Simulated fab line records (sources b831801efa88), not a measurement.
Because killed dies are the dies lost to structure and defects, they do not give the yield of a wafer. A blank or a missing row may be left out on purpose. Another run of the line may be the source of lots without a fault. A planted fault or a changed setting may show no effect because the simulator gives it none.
Which tool did it? + flow gf180mcu + 13 lots with 38 wafers sampled at 5 steps, on a route of 602 steps

== WHAT EACH GAUGE READ, for each wafer ==
GF_SAB_CD_MEAS_09: the cd target is 420 nm.
| lot  | measured     | on        | cd-nm (nm)              |
|------|--------------|-----------|-------------------------|
| L825 | day 15 07:48 | cd-sem-01 | 420.3 420.2 419.9       |
| L826 | day 15 14:58 | cd-sem-01 | 419.2 419.9 420.5       |
| L827 | day 16 02:03 | cd-sem-01 | 421.2 421.6 421.0       |
| L830 | day 17 06:23 | cd-sem-02 | 419.8 419.2 420.8       |
| L835 | day 19 15:32 | cd-sem-01 | 457.8 457.6 457.7 457.9 |
| L837 | day 20 03:20 | cd-sem-02 | 415.3 418.7 417.3       |
| L838 | day 20 11:10 | cd-sem-01 | 419.7 419.9 420.9       |
| L839 | day 21 00:38 | cd-sem-01 | 420.9 423.9 422.0       |
| L841 | day 21 05:14 | cd-sem-01 | 424.1 421.3 425.0       |
| L844 | day 22 13:46 | cd-sem-02 | 418.8 419.7 417.6       |
| L845 | day 22 14:44 | cd-sem-02 | 421.3 421.1 419.7       |
| L846 | day 22 20:06 | cd-sem-02 | 421.4 422.1 420.7       |
| L847 | day 23 04:59 | cd-sem-02 | 421.8 420.9 422.7       |

GF_SALICIDE_THK_MEAS_05: measures by xrf.
| lot  | measured     | on            | SALICIDE_TIN_THK (nm) |
|------|--------------|---------------|-----------------------|
| L825 | day 15 08:28 | film-metro-03 | 19.93 20.13 19.86     |
| L826 | day 15 15:38 | film-metro-01 | 20.65 20.83 20.39     |
| L827 | day 16 02:42 | film-metro-02 | 20.14 20.06 20.15     |
| L830 | day 17 07:04 | film-metro-01 | 20.27 20.20 20.41     |
| L835 | day 19 21:44 | film-metro-02 | 19.85 20.08           |
| L837 | day 20 04:00 | film-metro-01 | 20.09 20.15 20.01     |
| L838 | day 20 11:51 | film-metro-02 | 19.95 20.22 20.13     |
| L839 | day 21 01:23 | film-metro-03 | 19.85 19.61 19.58     |
| L841 | day 21 06:20 | film-metro-02 | 20.45 20.44 20.41     |
| L844 | day 22 14:26 | film-metro-02 | 20.09 20.13 20.16     |
| L845 | day 22 15:25 | film-metro-03 | 19.93 19.92 20.11     |
| L846 | day 22 20:46 | film-metro-01 | 20.50 20.14 20.24     |
| L847 | day 23 05:38 | film-metro-02 | 20.48 20.48 20.54     |

== WHICH TOOL RAN EACH LOT (tool, then ch and the chambers of the sampled wafers, then the start) ==
| lot  | GF_PSD_STRIP_10                      | GF_SAB_DEVELOP_08                 | GF_SALICIDE_SPUTTER_02       |
|------|--------------------------------------|-----------------------------------|------------------------------|
| L825 | plasma-asher-03 ch 0,1, day 14 10:40 | litho-track-02 ch 0, day 15 07:40 | pvd-sputter-02, day 15 08:17 |
| L826 | plasma-asher-01 ch 0,1, day 14 17:38 | litho-track-01 ch 0, day 15 14:49 | pvd-sputter-04, day 15 15:26 |
| L827 | plasma-asher-01 ch 0,1, day 15 03:57 | litho-track-02 ch 0, day 16 01:55 | pvd-sputter-04, day 16 02:31 |
| L830 | plasma-asher-01 ch 0,1, day 16 07:38 | litho-track-01 ch 0, day 17 06:14 | pvd-sputter-02, day 17 06:53 |
| L835 | plasma-asher-02 ch 0,1, day 18 16:02 | litho-track-01 ch 0, day 19 15:23 | pvd-sputter-01, day 19 21:31 |
| L837 | plasma-asher-01 ch 0,1, day 19 02:35 | litho-track-03 ch 0, day 20 03:11 | pvd-sputter-04, day 20 03:50 |
| L838 | plasma-asher-01 ch 0,1, day 19 10:37 | litho-track-02 ch 0, day 20 11:01 | pvd-sputter-01, day 20 11:40 |
| L839 | plasma-asher-03 ch 0,1, day 20 00:05 | litho-track-02 ch 0, day 21 00:29 | pvd-sputter-01, day 21 01:09 |
| L841 | plasma-asher-02 ch 0,1, day 20 04:26 | litho-track-02 ch 0, day 21 05:05 | pvd-sputter-01, day 21 06:09 |
| L844 | plasma-asher-03 ch 1, day 21 13:17   | litho-track-02 ch 0, day 22 13:37 | pvd-sputter-04, day 22 14:16 |
| L845 | plasma-asher-01 ch 0,1, day 21 14:47 | litho-track-03 ch 0, day 22 14:35 | pvd-sputter-04, day 22 15:14 |
| L846 | plasma-asher-02 ch 1, day 21 20:17   | litho-track-03 ch 0, day 22 19:58 | pvd-sputter-04, day 22 20:34 |
| L847 | plasma-asher-03 ch 0,1, day 22 06:23 | litho-track-02 ch 0, day 23 04:50 | pvd-sputter-02, day 23 05:28 |
- GF_PSD_STRIP_10: strips in O2/N2.
- GF_SAB_DEVELOP_08: develop time 60 s.
- GF_SALICIDE_SPUTTER_02: material Co, target thk 10 nm, time 20 s.

== WHAT THE TOOLS THEMSELVES READ (means of the sampled wafers that have a number; where no wafer has one, the mark that the record gives instead) ==
GF_PSD_STRIP_10.
| lot  | tool            | drypump-motor-current-A (A) | heater-power-w (W) | o2-flow-sccm (sccm) | oes-product-au (a.u.) | strip-time-to-endpoint-s (s) |
|------|-----------------|-----------------------------|--------------------|---------------------|-----------------------|------------------------------|
| L825 | plasma-asher-03 | 5.61                        | 348                | 2997                | 0.589                 | 16.51                        |
| L826 | plasma-asher-01 | 5.80                        | 325                | 2997                | 0.590                 | 16.53                        |
| L827 | plasma-asher-01 | 5.71                        | 315                | 3000                | 0.600                 | 16.58                        |
| L830 | plasma-asher-01 | 5.70                        | 318                | 3010                | 0.592                 | 16.60                        |
| L835 | plasma-asher-02 | 5.53                        | 409                | 2999                | 0.588                 | 16.52                        |
| L837 | plasma-asher-01 | 5.81                        | 342                | 3003                | 0.595                 | 16.49                        |
| L838 | plasma-asher-01 | 5.70                        | 331                | 3000                | 0.591                 | 16.52                        |
| L839 | plasma-asher-03 | 5.63                        | 361                | 2987                | 0.591                 | 16.57                        |
| L841 | plasma-asher-02 | 5.53                        | 412                | 3002                | 0.597                 | 16.49                        |
| L844 | plasma-asher-03 | 5.48                        | 374                | 2988                | 0.592                 | 16.50                        |
| L845 | plasma-asher-01 | 5.80                        | 347                | 2993                | 0.594                 | 16.52                        |
| L846 | plasma-asher-02 | 5.58                        | 424                | 3002                | 0.591                 | 16.55                        |
| L847 | plasma-asher-03 | 5.64                        | 363                | 3005                | 0.590                 | 16.52                        |

GF_SALICIDE_SPUTTER_02.
| lot  | tool           | throttle-valve-pct (%) |
|------|----------------|------------------------|
| L825 | pvd-sputter-02 | 31.2                   |
| L826 | pvd-sputter-04 | 30.2                   |
| L827 | pvd-sputter-04 | 29.6                   |
| L830 | pvd-sputter-02 | 31.2                   |
| L835 | pvd-sputter-01 | 31.5                   |
| L837 | pvd-sputter-04 | 29.7                   |
| L838 | pvd-sputter-01 | 30.5                   |
| L839 | pvd-sputter-01 | 29.8                   |
| L841 | pvd-sputter-01 | 30.6                   |
| L844 | pvd-sputter-04 | 29.8                   |
| L845 | pvd-sputter-04 | 29.7                   |
| L846 | pvd-sputter-04 | 29.8                   |
| L847 | pvd-sputter-02 | 29.7                   |

== THE ANSWER, worked out from the rows above alone ==
Rule: the usual values come from the lots themselves. Put in order of their means at a reading, lots are off if they are a third of the lots or fewer, leave a main group of 4 or more, and stand apart from it by a gap of 3 or more times the standard deviation of the main group's means; of several such gaps the widest counts. Not used: any main group whose means are identical at the precision the tables above print for the reading. Also off: a lot with no number at a reading for which 4 or more lots have one. Where the step has rows for the other lots, those lots are counted as sound. The gauges are gone through in route order, then the tools' own readings, and for those a lot's mean is taken as printed above. The first step at which some lot is off is used, and at that step the reading that is off furthest; a lot without a number counts as furthest.
Off: L835, at GF_SAB_CD_MEAS_09 (cd-nm). For the main group the mean is 420.6 nm and the standard deviation 1.6.
If a tool, at a process step before that reading, ran all the lots that are off and no sound lot after the first of them, it fits. Those tools and the gauges at GF_SAB_CD_MEAS_09 are tried in the same way. One fits: litho-track-01 at GF_SAB_DEVELOP_08. Its last sound lot is L830 (day 17 06:14), its first lot that is off L835 (day 19 15:23): a fault that began between those two fits.

== WHAT THE SIMULATOR HAD INSERTED ==
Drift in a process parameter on litho-track-01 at GF_SAB_DEVELOP_08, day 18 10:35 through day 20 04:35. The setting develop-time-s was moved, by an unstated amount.
Lots struck among those shown: L835. The same result came from the rule above.
